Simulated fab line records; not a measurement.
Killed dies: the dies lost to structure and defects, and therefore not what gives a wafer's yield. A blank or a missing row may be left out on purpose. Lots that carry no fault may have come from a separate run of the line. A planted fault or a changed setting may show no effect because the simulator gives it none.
Code-filled problem report in 8D (eight disciplines) form || flow gf180mcu || the parts of the form that need people (team, actions taken, sign-off) are left out

## 1. WHAT WENT WRONG
At GF_M5_EXPOSE_04, exposure-dose-mJ-cm2 averages 27.751 over 6 wafers from 2 lots, while fault-free wafers read 27.424, standard deviation 0.03. Relative to the usual mean, that is a shift of +11 standard deviations.
The step: exposes mask Metal5, target cd 280 nm.
The first sign was on wafer L898.2 at day 32 03:33, on krf-scanner-01. The record holds 42 wafers of 14 lots with a number at this step. By rule, "out" or "out of limits" means more than 4 standard deviations away from the usual mean. All remaining wafers that have a number are taken as sound.

## 2. WHAT IT IS, WHAT IT ISN'T
{"question": "which readings at this step", "is": "exposure-dose-mJ-cm2", "is not": "-"}
{"question": "which lots", "is": "L898, L899", "is not": "L884, L885, L886, L887, L888, L889, L890, L891, L892, L893, L894, L905"}
{"question": "which wafers of those lots", "is": "all that have a number", "is not": "-"}
{"question": "read on which tools", "is": "krf-scanner-01", "is not": "krf-scanner-02"}
{"question": "when", "is": "from day 32 03:33", "is not": "up to then (33 sound wafers); but 3 sound wafers of L905 came after"}

## 3. WHAT RULES OUT EACH SUSPECT
Counting: any tool at a process step up to the reading is kept as a suspect provided that every lot that is out went through it and no sound lot did after the first of them.
- pvd-sputter-04 at GF_MIM_SPUTTER_01 (material TiN, target thk 30 nm, time 25 s): kept. It ran every lot that is out, first L898 (day 30 22:13), and no sound lot after that; its last sound lot up to then is L894 (day 29 19:25).
- pvd-sputter-04 at GF_MIM_SPUTTER_02 (material AlCu, target thk 450 nm, time 23.9 s): kept. It ran every lot that is out, first L898 (day 30 22:15), and no sound lot after that; its last sound lot up to then is L894 (day 29 19:27).
- pvd-sputter-04 at GF_MIM_SPUTTER_04 (material TiN, target thk 50 nm, time 41.7 s): kept. It ran every lot that is out, first L898 (day 30 22:18), and no sound lot after that; its last sound lot up to then is L894 (day 29 19:30).
- krf-scanner-01 at GF_M5_EXPOSE_04 (exposes mask Metal5, target cd 280 nm): kept. It ran every lot that is out, first L898 (day 32 03:33), and no sound lot after that; its last sound lot up to then is L891 (day 30 02:08). Its own readings are out on those wafers: exposure-dose-mJ-cm2.
Left after counting: pvd-sputter-04 at GF_MIM_SPUTTER_01, pvd-sputter-04 at GF_MIM_SPUTTER_02, pvd-sputter-04 at GF_MIM_SPUTTER_04, krf-scanner-01 at GF_M5_EXPOSE_04.

## 4. THE CAUSE (what the simulator had put in)
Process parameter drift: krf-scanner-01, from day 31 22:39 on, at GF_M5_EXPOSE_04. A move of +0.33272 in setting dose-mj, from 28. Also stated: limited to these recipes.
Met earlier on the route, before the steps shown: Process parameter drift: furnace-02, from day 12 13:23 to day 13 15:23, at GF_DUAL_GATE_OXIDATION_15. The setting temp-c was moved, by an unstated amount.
Counting left 4 suspects, and this tool is among them.

## 5. THE CHAIN OF EFFECTS, in route order
One row per reading whose mean, taken over the struck wafers that have a number, lies over 3 standard deviations from the usual. Scope: only readings with a usual standard deviation given in the record; hours: median across lots of the time from each lot's start at the first step in this table that gives one to its start at this step; sigmas: change in usual standard deviations.
{"hours": 0, "step": "GF_M5_EXPOSE_04", "reading": "exposure-dose-mJ-cm2", "usual": 27.424, "on struck wafers": 27.751, "change": "+0.327", "sigmas": "+11"}
The process steps in it:
- GF_M5_EXPOSE_04: exposes mask Metal5, target cd 280 nm.

## 6. HOW IT WOULD HAVE BEEN CAUGHT EARLIER
5 hours passed between the start of the fault at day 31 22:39 and the first reading out of limits in this record, taken at day 32 03:33.
